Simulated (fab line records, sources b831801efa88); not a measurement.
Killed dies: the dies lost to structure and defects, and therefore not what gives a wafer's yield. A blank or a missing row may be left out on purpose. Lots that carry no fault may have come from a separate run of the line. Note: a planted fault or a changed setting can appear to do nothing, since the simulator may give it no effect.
Struck lot and sound lot, side by side | flow sky130 | 15 out of 708 route steps
Sound: the wafers L442.1, L442.2, L442.3. Wafers struck: L460.1, L460.2, L460.4. The cause comes at the end.
Each step with rows lists, per side, the tool, then ch with its chambers, then its first start. Under that, the readings that differ: sound wafers | struck wafers | difference of the means | sigmas: that difference in standard deviations of wafers without a fault.
alike: readings whose means differ by less than 2 such deviations, and words and numbers that are the same on both sides. not compared: withheld readings, readings that some wafer has no value for, bounds like >300 that may hide the same value, and numbers for which the record gives no deviation and whose values overlap.
Wherever a step has rows on one side only, a row that says differs or no value, or a row with sigmas, the two part there. Non-overlapping numbers with no deviation appear without sigmas and do not part them. A reading that every wafer of one side lacks parts them only if that side has two wafers or more.

SKY_VIA4_OVL_MEAS_11:
  sound on overlay-01, day 43 12:52; struck on overlay-01, day 48 02:14
  alike: VIA4_OVL
SKY_VIA4_ETCH_12: etches SiO2 in C4F8/O2/Ar, stops on TiN, target depth 580 nm.
  sound on rie_diel-03 ch 1,2,3, day 43 12:54; struck on rie_diel-03 ch 0,1,3, day 48 02:16
  alike: oes_product_au
SKY_VIA4_STRIP_13: strips in O2/N2.
  sound on plasma_asher-03 ch 0,1, day 43 12:58; struck on plasma_asher-03 ch 0,1, day 48 02:20
  alike: drypump_motor_current_A, oes_product_au, strip_time_to_endpoint_s
  not compared: rf_hours_counter_h
then, 3 steps without rows for these wafers: SKY_VIA4_STRIP_14 (strips in post etch residue remover, time 1200 s); SKY_VIA4_CLEAN_15 (cleans in IPA, time 180 s); SKY_VIA4_CLEAN_16 (cleans in O3/DIW).
SKY_VIA4_SPUTTER_17: material TiN, target thk 20 nm, time 80 s.
  sound on pvd_sputter-02, day 43 13:36; struck on pvd_sputter-02, day 48 02:56
  alike: cathode_dc_power_W, chamber_pressure_pa, throttle_valve_pct
SKY_VIA4_CVD_18: deposits W, target thk 505 nm, time 152.14 s.
  sound on cvd_w-01 ch 0,1, day 43 13:40; struck on cvd_w-02 ch 0,1, day 48 03:00
  reading            | sound       | struck      | difference | sigmas
  heater_power_w (W) | 766 810 751 | 895 905 914 | +129       | +2
  alike: susceptor_temp_C
SKY_VIA4_RS_MEAS_19: a four-point-probe measurement.
  sound on film_metro-02, day 43 13:49; struck on film_metro-02, day 48 03:09
  alike: VIA4_W_RS
SKY_VIA4_THK_MEAS_20: measures by xrf.
  sound on film_metro-02, day 43 13:56; struck on film_metro-02, day 48 03:16
  alike: VIA4_W_THK
SKY_VIA4_CMP_21: polishes, stops on SiO2, t overpolish 25 s, target thk 0 nm.
  sound on cmp-01 ch 0,1,3, day 43 14:13; struck on cmp-02 ch 0,2,3, day 48 03:20
  alike: motor_current_A, overpolish_run_s, time_to_endpoint_s
then, 1 step without rows for these wafers: SKY_METAL5_SPUTTER_00 (material Ti, target thk 15 nm, time 10 s).
SKY_METAL5_SPUTTER_01: material TiN, target thk 20 nm, time 16.7 s.
  sound on pvd_sputter-04, day 43 14:32; struck on pvd_sputter-01, day 48 03:39
  no value came back on the struck wafers for cathode_dc_power_W (W), chamber_pressure_pa (Pa), throttle_valve_pct (%); on the sound wafers cathode_dc_power_W (W) reads 6501.6 6499.5 6501.0
then, 1 step without rows for these wafers: SKY_METAL5_SPUTTER_02 (material AlCu, target thk 1150 nm, time 61.2 s).
-- the record jumps here: 2 days lie between the struck wafers' starts before and after (it left off in module METAL5 and takes up again in module PAD_OPEN, whose first step shown is number 708 of the route) --
SKY_PAD_OPEN_PROBE_99:
  sound on prober-01, day 46 10:49; struck on prober-01, day 50 11:13
  reading                      | sound                   | struck                  | difference | sigmas
  model.etest.met5.rs_ohm_sq   | 0.02634 0.02629 0.02693 | 0.02822 0.02801 0.02724 | +0.00130   |
  model.etest.met5.line_ohm_um | 0.01648 0.01645 0.01681 | 0.01776 0.01764 0.0172  | +0.00095   |
  alike: defect_limited_yield, killed_at_M0_to_M3, killed_at_M4_up, killed_at_contacts, killed_at_front_end, killed_at_other, killed_dies, killed_open, killed_short, sort_bin_3_pad_short, sort_bin_5_function, sort_bin_6_memory, sort_n_pass, sort_yield_pct
  not compared: model.etest.via4_chain.rc_ohm

== WHERE THEY PART ==
Last at SKY_METAL5_SPUTTER_01 as far as this record goes, first at SKY_VIA4_CVD_18. Later steps at which nothing parts them and some readings are alike: SKY_PAD_OPEN_PROBE_99.

WHY: what the simulator had put in
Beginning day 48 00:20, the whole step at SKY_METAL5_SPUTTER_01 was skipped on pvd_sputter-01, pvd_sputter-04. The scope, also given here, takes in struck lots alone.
